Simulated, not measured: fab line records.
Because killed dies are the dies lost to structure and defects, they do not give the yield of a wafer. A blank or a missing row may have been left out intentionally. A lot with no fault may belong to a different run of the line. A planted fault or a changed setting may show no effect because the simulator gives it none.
Which of the tools did it? ; flow gf180mcu ; 42 wafers from 14 lots sampled at 4 of the route's 602 steps

## WHAT THE GAUGES READ, wafer by wafer
GF_HV_LDD_RS_MEAS_53: a four-point-probe measurement.
lot;measured;on;HV_LDD_RS (ohm/sq)
L766;day 12 16:10;film_metro-03;418.3 417.7 417.9
L767;day 12 22:56;film_metro-03;419.8 418.4 420.4
L768;day 13 06:58;film_metro-04;417.6 417.9 418.9
L770;day 13 21:59;film_metro-04;418.2 419.8 418.9
L771;day 14 03:20;film_metro-03;417.8 418.3 419.7
L777;day 16 00:16;film_metro-03;405.2 405.7 405.4
L779;day 16 17:53;film_metro-02;403.5 404.4 403.5
L782;day 17 21:20;film_metro-04;419.7 419.6 419.4
L783;day 18 04:52;film_metro-03;419.6 418.9 419.4
L784;day 18 11:10;film_metro-04;419.0 419.2 419.5
L785;day 18 19:41;film_metro-04;417.4 417.8 418.1
L787;day 19 09:48;film_metro-02;418.9 418.0 418.3
L788;day 20 06:34;film_metro-02;418.5 418.3 419.0
L789;day 20 10:02;film_metro-04;418.4 418.8 419.8

GF_V1_RS_MEAS_24: a four-point-probe measurement.
lot;measured;on;V1_W_RS (ohm/sq)
L766;day 18 12:02;film_metro-02;0.331 0.327 0.327
L767;day 18 20:22;film_metro-02;0.333 0.338 0.331
L768;day 19 06:05;film_metro-01;0.331 0.325 0.322
L770;day 20 01:55;film_metro-01;0.330 0.326 0.329
L771;day 20 05:42;film_metro-03;0.330 0.331 0.334
L777;day 22 07:10;film_metro-01;0.333 0.330 0.330
L779;day 23 01:27;film_metro-01;0.326 0.326 0.323
L782;day 24 05:37;film_metro-01;0.324 0.331 0.329
L783;day 24 11:48;film_metro-01;0.328 0.327 0.326
L784;day 24 17:32;film_metro-03;0.324 0.329 0.329
L785;day 25 03:16;film_metro-01;0.324 0.322 0.325
L787;day 25 13:43;film_metro-03;0.325 0.328 0.325
L788;day 26 08:35;film_metro-01;0.326 0.329 0.326
L789;day 26 10:26;film_metro-03;0.325 0.323 0.324

GF_V2_THK_MEAS_01.
lot;measured;on;V2_CVD_00_THK (nm)
L766;day 19 13:50;film_metro-03;601 606 606
L767;day 19 22:12;film_metro-04;600 600 606
L768;day 20 08:04;film_metro-02;611 607 608
L770;day 21 03:47;film_metro-04;608 610 607
L771;day 21 07:31;film_metro-04;604 604 607
L777;day 23 07:35;film_metro-02;602 604 606
L779;day 24 01:40;film_metro-02;609 598 605
L782;day 25 05:07;film_metro-03;598 608 595
L783;day 25 11:15;film_metro-03;606 604 601
L784;day 25 16:30;film_metro-04;588 593 589
L785;day 26 02:38;film_metro-03;594 598 598
L787;day 26 12:04;film_metro-02;588 602 589
L788;day 27 06:34;film_metro-02;602 590 596
L789;day 27 08:30;film_metro-02;598 599 600

## TOOL THAT RAN EACH LOT (tool first, then ch and the chambers of the sampled wafers, then the start)
lot;GF_HV_LDD_IMPLANT_09
L766;implanter-04 ch 0, day 10 06:11
L767;implanter-03 ch 0, day 10 12:10
L768;implanter-04 ch 0, day 10 19:17
L770;implanter-03 ch 0, day 11 09:14
L771;implanter-03 ch 0, day 11 13:44
L777;implanter-03 ch 0, day 13 07:11
L779;implanter-03 ch 0, day 13 23:20
L782;implanter-02 ch 0, day 15 00:32
L783;implanter-02 ch 0, day 15 08:41
L784;implanter-02 ch 0, day 15 13:52
L785;implanter-04 ch 0, day 15 22:10
L787;implanter-04 ch 0, day 16 09:55
L788;implanter-02 ch 0, day 17 05:23
L789;implanter-03 ch 0, day 17 08:40
- GF_HV_LDD_IMPLANT_09

## AS READ BY THE TOOLS THEMSELVES (means over the sampled wafers that have a number; for cases with no such wafer, the mark the record gives instead)
GF_HV_LDD_IMPLANT_09.
lot;tool;dose_ions_cm2;faraday_current_uA
L766;implanter-04;1.0018e+14;569
L767;implanter-03;1.0010e+14;555
L768;implanter-04;9.9967e+13;559
L770;implanter-03;1.0007e+14;554
L771;implanter-03;9.9987e+13;571
L777;implanter-03;1.0782e+14;612
L779;implanter-03;1.0792e+14;617
L782;implanter-02;1.0007e+14;567
L783;implanter-02;1.0000e+14;559
L784;implanter-02;1.0006e+14;567
L785;implanter-04;9.9947e+13;555
L787;implanter-04;1.0011e+14;571
L788;implanter-02;1.0007e+14;551
L789;implanter-03;9.9970e+13;562

## THE ANSWER, worked out from the rows above alone
Rule: usual is defined by the lots themselves. Put in order of their means at a reading, lots are off if they are a third of the lots or fewer, leave a main group of 4 or more, and stand apart from it by a gap of 3 or more times the standard deviation of the main group's means; of several such gaps the widest counts. The tables above print the reading to a certain number of digits; a main group whose means all agree to those digits is not used. Also off: a lot with no number at a reading for which 4 or more lots have one. Any other lot the step has rows for is counted as sound. After the gauges, taken in route order, come the tools' own readings; for these a lot's mean is taken, as printed above. At the first step where some lot is off, the reading lying furthest off is the one used; lots without a number count as furthest.
Off: L777, L779, seen at GF_HV_LDD_RS_MEAS_53 (HV_LDD_RS). The main group has a mean of 418.8 ohm/sq with a standard deviation of 0.58.
If a tool, at a process step before that reading, ran all the lots that are off and no sound lot after the first of them, it fits. The gauges at GF_HV_LDD_RS_MEAS_53 aren't tried: what is off there is off at GF_HV_LDD_IMPLANT_09 too, on other tools, and a gauge's error can't cause that. No candidate that was tried fits.

## WHAT HAD BEEN PUT IN BY THE SIMULATOR
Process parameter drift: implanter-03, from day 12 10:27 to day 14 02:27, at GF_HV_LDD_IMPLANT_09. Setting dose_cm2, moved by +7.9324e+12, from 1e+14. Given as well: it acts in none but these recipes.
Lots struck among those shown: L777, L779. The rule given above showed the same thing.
